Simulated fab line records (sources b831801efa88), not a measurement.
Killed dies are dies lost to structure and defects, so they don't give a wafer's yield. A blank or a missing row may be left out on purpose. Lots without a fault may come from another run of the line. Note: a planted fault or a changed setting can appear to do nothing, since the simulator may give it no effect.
fab line records	flow sky130
record lots=15	wafers=45	last_day=50
route steps=708 shown VT_ADJUST_PCH@150 SONOS_ONO@169 RES_PROTECT@215 POLY_GATE@230
lots with no fault: from the same line, run without faults
start_h: hours from the record's first day to the start of the lot's first wafer shown	wait_h: hours from the lot's prior step to this one	" identical to the entry in the row above	L1.1+2: a single row standing in for several wafers	- no value present, or no start provided	* or withheld: withheld	< > ~ a bound
route shown NAME@n: a module of which the file shows steps, and the number in the route of the first	usual: mean and standard deviation over wafers with no fault	same: alike in all rows	chamber/n: place in a boat	sites: readings site by site	_std_site: how widely they spread, as a standard deviation	_edge_site: inner sites' mean taken away from outer sites' mean	radius_mm: for every site, how far away it sits from the centre of the wafer	mask NAME#n: copy n	behind: the most recent tool/chamber to have shaped the wafer	hold: the reason the lot was held/the length of the hold in hours/how it ended	device: transistor that didn't switch, given as n, p or np	end of line: tests of these same wafers at the route's end	a step with no rows: only its recipe	killed: dies lost to structure and defects at the first sort, not the wafer's yield	map: per-die view of a wafer (x killed, . not killed, _ where there is no die)
set.NAME: the setting as run; set.NAME@STEP: as run at that earlier step	model.NAME: the simulator's own value behind a step, which no gauge read
a sample of lots followed through the steps of the route, with each step as a table and each wafer as a row
services: a tool's chamber out of use, with start hour (start_h, from the record's first day; less than 0 if before it), hours out, and reason
## steps
# step SKY_VT_ADJUST_PCH_OVL_MEAS_07
# usual VT_ADJUST_PCH_OVL=0.9/1.5
lot.wafer	tool	chamber	start_h	wait_h	VT_ADJUST_PCH_OVL[nm]
L750.1	overlay-01	-	242.52	-	1.6
L750.3	"	-	"	"	1.0
L750.5	"	-	"	"	-2.2
L751.1	overlay-01	-	243.47	-	2.4
L751.3	"	-	"	"	0.1
L751.5	"	-	"	"	1.7
L752.2	overlay-01	-	266.17	-	1.9
L752.4	"	-	"	"	2.9
L752.5	"	-	"	"	2.2
L755.2	overlay-01	-	277.47	-	0.5
L755.3	"	-	"	"	0.4
L755.5	"	-	"	"	1.4
L758.2	overlay-01	-	284.62	-	3.2
L758.3	"	-	"	"	1.2
L758.4	"	-	"	"	-0.1
L757.1	overlay-02	-	285.92	-	-0.1
L757.3	"	-	"	"	-0.9
L757.4	"	-	"	"	-2.0
L756.3	overlay-02	-	287.25	-	1.4
L756.5	"	-	"	"	-0.1
L756.6	"	-	"	"	-1.5
L760.1	overlay-02	-	304.97	-	1.1
L760.2	"	-	"	"	1.3
L760.5	"	-	"	"	0.1
L762.2	overlay-02	-	313.47	-	1.3
L762.3	"	-	"	"	2.0
L762.5	"	-	"	"	2.2
L761.1	overlay-02	-	315.78	-	-2.1
L761.3	"	-	"	"	-1.4
L761.6	"	-	"	"	-2.0
L763.1	overlay-01	-	322.37	-	-1.1
L763.2	"	-	"	"	-0.9
L763.4	"	-	"	"	-2.2
L764.3	overlay-01	-	333.84	-	1.5
L764.5	"	-	"	"	-0.6
L764.6	"	-	"	"	0.8
L770.2	overlay-01	-	388.73	-	2.1
L770.3	"	-	"	"	1.6
L770.4	"	-	"	"	2.5
L772.1	overlay-01	-	401.08	-	0.4
L772.5	"	-	"	"	1.0
L772.6	"	-	"	"	2.4
L773.2	overlay-01	-	404.02	-	3.4
L773.5	"	-	"	"	1.7
L773.6	"	-	"	"	2.4
# step SKY_SONOS_ONO_THK_MEAS_01
# recipe reads=SiO2_of_SONOS_ONO_OXIDATION_00
# usual SONOS_ONO_OXIDATION_THK=2.62/0.049
lot.wafer	tool	chamber	start_h	wait_h	SONOS_ONO_OXIDATION_THK[nm]
L750.1	film_metro-03	-	268.33	0.0	2.62
L750.3	"	-	"	"	2.59
L750.5	"	-	"	"	2.65
L751.1	film_metro-03	-	269.30	0.0	2.57
L751.3	"	-	"	"	2.57
L751.5	"	-	"	"	2.59
L752.2	film_metro-02	-	293.57	0.0	2.57
L752.4	"	-	"	"	2.60
L752.5	"	-	"	"	2.56
L755.2	film_metro-04	-	306.41	0.0	2.67
L755.3	"	-	"	"	2.67
L755.5	"	-	"	"	2.69
L758.2	film_metro-02	-	311.58	0.0	2.69
L758.3	"	-	"	"	2.72
L758.4	"	-	"	"	2.71
L757.1	film_metro-03	-	314.89	0.0	2.62
L757.3	"	-	"	"	2.62
L757.4	"	-	"	"	2.63
L756.3	film_metro-04	-	314.91	0.0	2.68
L756.5	"	-	"	"	2.59
L756.6	"	-	"	"	2.62
L760.1	film_metro-04	-	333.51	0.0	2.55
L760.2	"	-	"	"	2.51
L760.5	"	-	"	"	2.60
L761.1	film_metro-02	-	347.02	0.0	2.63
L761.3	"	-	"	"	2.60
L761.6	"	-	"	"	2.57
L762.2	film_metro-03	-	347.03	0.0	2.62
L762.3	"	-	"	"	2.60
L762.5	"	-	"	"	2.58
L763.1	film_metro-02	-	354.05	0.0	2.57
L763.2	"	-	"	"	2.60
L763.4	"	-	"	"	2.52
L764.3	film_metro-02	-	365.36	0.0	2.70
L764.5	"	-	"	"	2.61
L764.6	"	-	"	"	2.69
L770.2	film_metro-03	-	421.08	0.0	2.70
L770.3	"	-	"	"	2.61
L770.4	"	-	"	"	2.59
L772.1	film_metro-04	-	434.47	0.0	2.62
L772.5	"	-	"	"	2.62
L772.6	"	-	"	"	2.64
L773.2	film_metro-02	-	436.72	0.0	2.56
L773.5	"	-	"	"	2.49
L773.6	"	-	"	"	2.56
# step SKY_RES_PROTECT_TW_MEAS_08
# usual POLY_GATE_TW=4041/36
lot.wafer	tool	chamber	start_h	wait_h	POLY_GATE_TW
L750.1	film_metro-04	-	357.22	0.1	4039
L750.3	"	-	"	"	4040
L750.5	"	-	"	"	4052
L751.1	film_metro-01	-	357.28	0.1	4010
L751.3	"	-	"	"	4037
L751.5	"	-	"	"	4027
L752.2	film_metro-03	-	385.68	0.1	4086
L752.4	"	-	"	"	4070
L752.5	"	-	"	"	4067
L755.2	film_metro-01	-	399.69	0.1	4017
L755.3	"	-	"	"	4013
L755.5	"	-	"	"	4009
L758.2	film_metro-04	-	407.88	0.1	4026
L758.3	"	-	"	"	4005
L758.4	"	-	"	"	4017
L756.3	film_metro-01	-	410.84	0.1	4013
L756.5	"	-	"	"	4001
L756.6	"	-	"	"	4000
L757.1	film_metro-03	-	411.03	0.1	4025
L757.3	"	-	"	"	4015
L757.4	"	-	"	"	4038
L760.1	film_metro-01	-	431.32	0.1	4018
L760.2	"	-	"	"	4029
L760.5	"	-	"	"	4017
L762.2	film_metro-03	-	445.08	0.1	4043
L762.3	"	-	"	"	4028
L762.5	"	-	"	"	4058
L761.1	film_metro-01	-	445.37	0.1	4006
L761.3	"	-	"	"	4007
L761.6	"	-	"	"	4005
L763.1	film_metro-01	-	453.62	0.1	4015
L763.2	"	-	"	"	4019
L763.4	"	-	"	"	4012
L764.3	film_metro-03	-	462.54	0.1	4065
L764.5	"	-	"	"	4084
L764.6	"	-	"	"	4106
L770.2	film_metro-01	-	520.08	0.1	4029
L770.3	"	-	"	"	4005
L770.4	"	-	"	"	4019
L772.1	film_metro-03	-	535.83	0.1	4112
L772.5	"	-	"	"	4092
L772.6	"	-	"	"	4116
L773.2	film_metro-03	-	538.24	0.1	4065
L773.5	"	-	"	"	4077
L773.6	"	-	"	"	4065
# step SKY_POLY_GATE_ETCH_16
# recipe stop_on=poly-Si	chemistry=CH3F/O2	target=Si3N4	source_w=400	bias_w=78.34	pressure_mtorr=25	ch3f_flow_sccm=40	O2_flow_sccm=30	time_s=147.5	target_depth_a=750
# usual O2_flow_sccm=30.00/0.087	bias_w=78.31/0.24	drypump_motor_current_A=5.9/0.37	oes_product_au=0.640/0.0049	throttle_valve_pct=10.536/0.0086
lot.wafer	tool	chamber	start_h	wait_h	O2_flow_sccm	bias_w	drypump_motor_current_A	oes_product_au	rf_hours_counter_h	throttle_valve_pct
L750.1	rie_diel-01	1	387.46	0.0	29.99	77.89	5.9	0.634	2	10.544
L750.3	"	3	"	"	30.04	77.83	5.2	0.633	2	10.541
L750.5	"	0	"	"	30.10	78.15	6.2	0.638	-	10.537
L751.1	rie_diel-04	0	388.86	0.0	30.12	78.75	6.1	0.647	102	10.542
L751.3	"	2	"	"	30.15	78.23	6.2	0.643	3	10.544
L751.5	"	1	"	"	29.93	78.44	6.2	0.653	-	10.537
L752.2	rie_diel-02	0	418.05	0.0	29.97	78.51	6.2	0.646	4	10.531
L752.4	"	2	"	"	29.94	78.47	5.7	0.643	4	10.521
L752.5	"	3	"	"	30.02	78.22	5.5	0.640	-	10.543
L755.2	rie_diel-04	1	431.72	0.0	29.96	77.90	6.2	0.643	44	10.546
L755.3	"	2	"	"	30.06	77.94	6.2	0.640	4	10.557
L755.5	"	2	"	"	30.04	78.21	6.1	0.640	-	10.534
L758.2	rie_diel-04	2	441.38	0.0	30.01	78.24	6.1	0.634	5	10.526
L758.3	"	3	"	"	29.99	78.60	5.5	0.639	2	10.532
L758.4	"	3	"	"	29.86	78.90	5.5	0.629	-	10.540
L756.3	rie_diel-01	3	443.02	0.0	30.08	78.22	5.2	0.642	3	10.537
L756.5	"	3	"	"	30.13	77.83	5.2	0.637	-	10.547
L756.6	"	2	"	"	30.11	78.29	6.4	0.635	-	10.540
L757.1	rie_diel-01	0	444.88	0.0	29.91	78.46	6.2	0.645	6	10.532
L757.3	"	1	"	"	30.08	78.44	5.9	0.644	3	10.538
L757.4	"	3	"	"	29.98	78.54	5.2	0.646	3	10.537
L760.1	rie_diel-01	1	463.82	0.0	29.97	78.49	5.9	0.646	3	10.526
L760.2	"	2	"	"	30.24	78.94	6.4	0.629	80	10.538
L760.5	"	1	"	"	30.01	78.29	5.9	0.643	-	10.537
L762.2	rie_diel-02	2	477.22	0.0	29.87	78.27	5.7	0.639	5	10.550
L762.3	"	1	"	"	29.85	78.51	5.7	0.639	71	10.522
L762.5	"	2	"	"	30.02	78.55	5.7	0.636	-	10.531
L761.1	rie_diel-01	2	478.60	0.0	-	-	-	-	-	-
L761.3	"	3	"	"	-	-	-	-	-	-
L761.6	"	3	"	"	-	-	-	-	-	-
L763.1	rie_diel-01	2	486.22	0.0	-	-	-	-	-	-
L763.2	"	3	"	"	-	-	-	-	-	-
L763.4	"	1	"	"	-	-	-	-	-	-
L764.3	rie_diel-02	0	495.37	0.0	-	-	-	-	-	-
L764.5	"	1	"	"	-	-	-	-	-	-
L764.6	"	0	"	"	-	-	-	-	-	-
L770.2	rie_diel-01	0	551.32	0.0	30.10	78.43	6.2	0.637	7	10.546
L770.3	"	3	"	"	29.95	78.38	5.2	0.631	5	10.547
L770.4	"	3	"	"	29.95	78.37	5.2	0.640	-	10.543
L772.1	rie_diel-02	3	567.45	0.0	30.01	78.04	5.5	0.636	37	10.538
L772.5	"	2	"	"	30.01	78.52	5.7	0.635	-	10.536
L772.6	"	1	"	"	29.90	78.43	5.7	0.640	-	10.525
L773.2	rie_diel-02	2	569.97	0.0	29.98	78.24	5.7	0.643	8	10.534
L773.5	"	0	"	"	29.96	78.40	6.2	0.647	-	10.548
L773.6	"	3	"	"	29.84	78.47	5.5	0.646	-	10.537
# step SKY_POLY_GATE_STRIP_18
# recipe chemistry=O2/N2	power_w=1400	pressure_mtorr=1500	platen_temp_c=withheld	o2_flow_sccm=3000	n2_flow_sccm=300	overash_fraction=0.5
# usual drypump_motor_current_A=5.7/0.31	oes_product_au=0.360/0.0046	strip_time_to_endpoint_s=3.166/0.026
lot.wafer	tool	chamber	start_h	wait_h	drypump_motor_current_A	oes_product_au	rf_hours_counter_h	strip_time_to_endpoint_s
L750.1	plasma_asher-04	1	387.61	0.0	6.1	0.358	69	3.133
L750.3	"	0	"	"	5.8	0.351	-	3.188
L750.5	"	0	"	"	5.8	0.362	-	3.210
L751.1	plasma_asher-02	1	389.01	0.0	5.9	0.366	22	3.185
L751.3	"	0	"	"	5.6	0.357	-	3.144
L751.5	"	1	"	"	5.8	0.363	-	3.176
L752.2	plasma_asher-02	0	418.21	0.0	5.6	0.355	25	3.153
L752.4	"	1	"	"	5.8	0.361	-	3.169
L752.5	"	1	"	"	5.8	0.353	-	3.179
L755.2	plasma_asher-04	0	431.88	0.0	5.9	0.361	73	3.158
L755.3	"	0	"	"	5.8	0.354	-	3.150
L755.5	"	1	"	"	6.1	0.360	-	3.160
L758.2	plasma_asher-01	0	441.54	0.0	5.7	0.361	65	3.175
L758.3	"	0	"	"	5.7	0.367	-	3.193
L758.4	"	1	"	"	5.1	0.362	-	3.127
L756.3	plasma_asher-04	1	443.21	0.1	6.1	0.359	-	3.189
L756.5	"	0	"	"	5.8	0.367	-	3.174
L756.6	"	1	"	"	6.1	0.362	-	3.136
L757.1	plasma_asher-01	0	445.03	0.0	5.7	0.362	66	3.182
L757.3	"	0	"	"	5.7	0.365	-	3.152
L757.4	"	1	"	"	5.1	0.358	-	3.198
L760.1	plasma_asher-01	0	463.97	0.0	5.7	0.354	70	3.160
L760.2	"	1	"	"	5.1	0.358	70	3.121
L760.5	"	0	"	"	5.7	0.361	-	3.132
L762.2	plasma_asher-04	0	477.37	0.0	5.8	0.364	76	3.169
L762.3	"	0	"	"	5.8	0.355	-	3.152
L762.5	"	1	"	"	6.1	0.360	-	3.144
L761.1	plasma_asher-02	1	478.76	0.0	5.8	0.422	32	4.370
L761.3	"	0	"	"	5.6	0.413	-	4.369
L761.6	"	1	"	"	5.8	0.402	-	4.362
L763.1	plasma_asher-01	0	486.37	0.0	5.7	0.408	72	4.325
L763.2	"	1	"	"	5.1	0.402	72	4.306
L763.4	"	1	"	"	5.1	0.404	-	4.327
L764.3	plasma_asher-02	0	495.56	0.1	5.6	0.414	-	4.368
L764.5	"	1	"	"	5.8	0.413	-	4.345
L764.6	"	0	"	"	5.6	0.410	-	4.362
L770.2	plasma_asher-01	1	551.47	0.0	5.1	0.363	80	3.217
L770.3	"	0	"	"	5.7	0.361	-	3.196
L770.4	"	1	"	"	5.1	0.365	-	3.210
L772.1	plasma_asher-02	0	567.61	0.0	5.5	0.360	41	3.179
L772.5	"	1	"	"	5.9	0.356	-	3.158
L772.6	"	0	"	"	5.5	0.360	-	3.180
L773.2	plasma_asher-02	1	570.12	0.0	5.8	0.355	42	3.180
L773.5	"	0	"	"	5.6	0.354	-	3.161
L773.6	"	1	"	"	5.9	0.364	-	3.151
## services
tool	chamber	start_h	hours	kind
plasma_asher-02	-	376.71	1.2	repair
rie_diel-04	2	395.77	9.7	repair
rie_diel-02	-	400.35	0.3	repair
plasma_asher-01	-	401.66	2.2	repair
rie_diel-01	-	423.86	14.6	pm
rie_diel-02	1	442.76	5.7	repair
plasma_asher-04	-	443.83	16.5	repair
rie_diel-04	-	444.31	2.8	pm
rie_diel-01	0	446.05	9.3	repair
plasma_asher-04	-	448.47	1.4	repair
plasma_asher-04	-	452.09	12.5	repair
rie_diel-02	-	453.60	0.1	repair
plasma_asher-02	-	456.51	1.2	repair
rie_diel-01	0	460.48	7.4	repair
plasma_asher-02	-	469.28	0.7	repair
rie_diel-01	2	469.36	5.0	repair
rie_diel-04	3	512.30	10.8	repair
plasma_asher-02	-	512.50	2.8	pm
plasma_asher-04	-	523.82	28.1	pm
rie_diel-02	1	526.36	3.1	repair
rie_diel-01	1	543.92	21.0	repair
rie_diel-04	0	545.92	5.6	repair
rie_diel-02	3	552.59	5.0	repair
rie_diel-01	2	564.93	-	clean
## key
first_sign step=SKY_POLY_GATE_ETCH_16	reading=tool_record	direction=missing
effect step=SKY_POLY_GATE_STRIP_18	reading=strip_time_to_endpoint_s	direction=up	sigmas=46	usual=*	struck=*
met_at SKY_POLY_GATE_ETCH_16
struck_lots L761,L763,L764
later_rows_left_out L761.1,L761.3,L761.6,L763.1,L763.2,L763.4,L764.3,L764.5,L764.6
sort_left_out L761.1,L761.3,L761.6,L763.1,L763.2,L763.4,L764.3,L764.5,L764.6
tester_left_out L761,L763,L764
not_acting_at SKY_VT_ADJUST_PCH_OVL_MEAS_07,SKY_SONOS_ONO_THK_MEAS_01,SKY_RES_PROTECT_TW_MEAS_08
onset_between 477.22 478.60
fault kind=skipped_step_whole	tool=rie_diel-01,rie_diel-02	chamber=-	onset_h=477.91	steps=SKY_POLY_GATE_ETCH_16	scope=struck_lots_only
# tester_left_out: of these lots the tester's yield and bins aren't shown, on N5 and GAA mostly nor the transistor test; their killed dies are dies lost to structure and defects alone, not to doping, threshold or leakage, so they don't give the yield
# sort_left_out: the simulated sort isn't trusted on such a fault, so these wafers' sort isn't shown, and their yield isn't known
# later_rows_left_out: the simulator's readings of these wafers behind a module that went badly wrong aren't trusted and aren't shown, but for the sort
